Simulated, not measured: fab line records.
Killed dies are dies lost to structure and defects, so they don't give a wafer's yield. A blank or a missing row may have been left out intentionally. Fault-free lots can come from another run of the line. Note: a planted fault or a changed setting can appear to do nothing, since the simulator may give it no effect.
Comparing a struck lot with a sound one ; flow sky130 ; 14 steps out of a route of 708
Sound: these wafers, L742.3, L742.4, L742.6. Wafers struck: L757.1, L757.5, L757.6. The cause comes at the end.
Per side, at each step with rows, come the tool, then ch with its chambers, and then its first start. Under that, the readings that differ: sound wafers ; struck wafers ; difference of the means ; sigmas: that difference in standard deviations of wafers without a fault.
alike: words and numbers the same on both sides, and readings whose means are apart by under 2 such deviations; not compared: readings that were withheld, readings missing a value for some wafer, numbers with overlapping values and no deviation given by the record, and bounds like >300 which may hide the same value.
The two part at a step that has a row with sigmas, a row that says differs or no value, or rows on one side only. When numbers do not overlap yet have no deviation, they are printed without sigmas and do not part them. A reading that every wafer of one side lacks parts them only if that side has two wafers or more.

SKY_METAL2_SPUTTER_00: material Ti, target thk 15 nm, time 10 s.
  sound on pvd-sputter-04, day 36 13:43; struck on pvd-sputter-04, day 40 15:19
  alike: throttle-valve-pct
SKY_METAL2_SPUTTER_01: material TiN, target thk 20 nm, time 16.7 s.
  sound on pvd-sputter-04, day 36 13:44; struck on pvd-sputter-04, day 40 15:20
  alike: throttle-valve-pct
SKY_METAL2_SPUTTER_02: material AlCu, target thk 250 nm, time 13.3 s.
  sound on pvd-sputter-04, day 36 13:46; struck on pvd-sputter-04, day 40 15:22
  alike: throttle-valve-pct
SKY_METAL2_SPUTTER_03: material Ti, target thk 5 nm, time 3.3 s.
  sound on pvd-sputter-04, day 36 13:47; struck on pvd-sputter-04, day 40 15:23
  alike: throttle-valve-pct
SKY_METAL2_SPUTTER_04: material TiN, target thk 70 nm, time 58.3 s.
  sound on pvd-sputter-04, day 36 13:49; struck on pvd-sputter-04, day 40 15:25
  alike: throttle-valve-pct
SKY_METAL2_RS_MEAS_05: measures by four-point-probe.
  sound on film-metro-01, day 36 13:55; struck on film-metro-03, day 40 15:28
  alike: METAL2_ALCU_RS
SKY_METAL2_THK_MEAS_06: measures by xrf.
  sound on film-metro-01, day 36 14:01; struck on film-metro-03, day 40 15:35
  alike: METAL2_ALCU_THK
then, 5 steps without rows for these wafers: SKY_METAL2_DEHYDRATE_07 (time 60 s); SKY_METAL2_HMDS_08 (prime time 60 s); SKY_METAL2_COAT_09 (resist thk 60 nm); SKY_METAL2_COAT_10 (resist thk 450 nm); SKY_METAL2_SOFTBAKE_11 (time 90 s).
SKY_METAL2_EXPOSE_12: exposes mask MM2, target cd 140 nm.
  sound on krf-scanner-01 ch 0, day 37 03:29; struck on krf-scanner-02, day 41 04:07
  no value came back on the struck wafers for exposure-dose-mJ-cm2, focus-offset-nm (nm); on the sound wafers exposure-dose-mJ-cm2 reads 28.002 28.023 28.031
  alike: mask
after that, 1 step had no rows for these wafers: SKY_METAL2_PEB_13.

== WHERE THEY PART ==
Only at SKY_METAL2_EXPOSE_12, as far as this record shows.

WHY: what had been put in by the simulator
Whole step skipped at SKY_METAL2_EXPOSE_12 on krf-scanner-02, starting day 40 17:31. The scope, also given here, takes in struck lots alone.
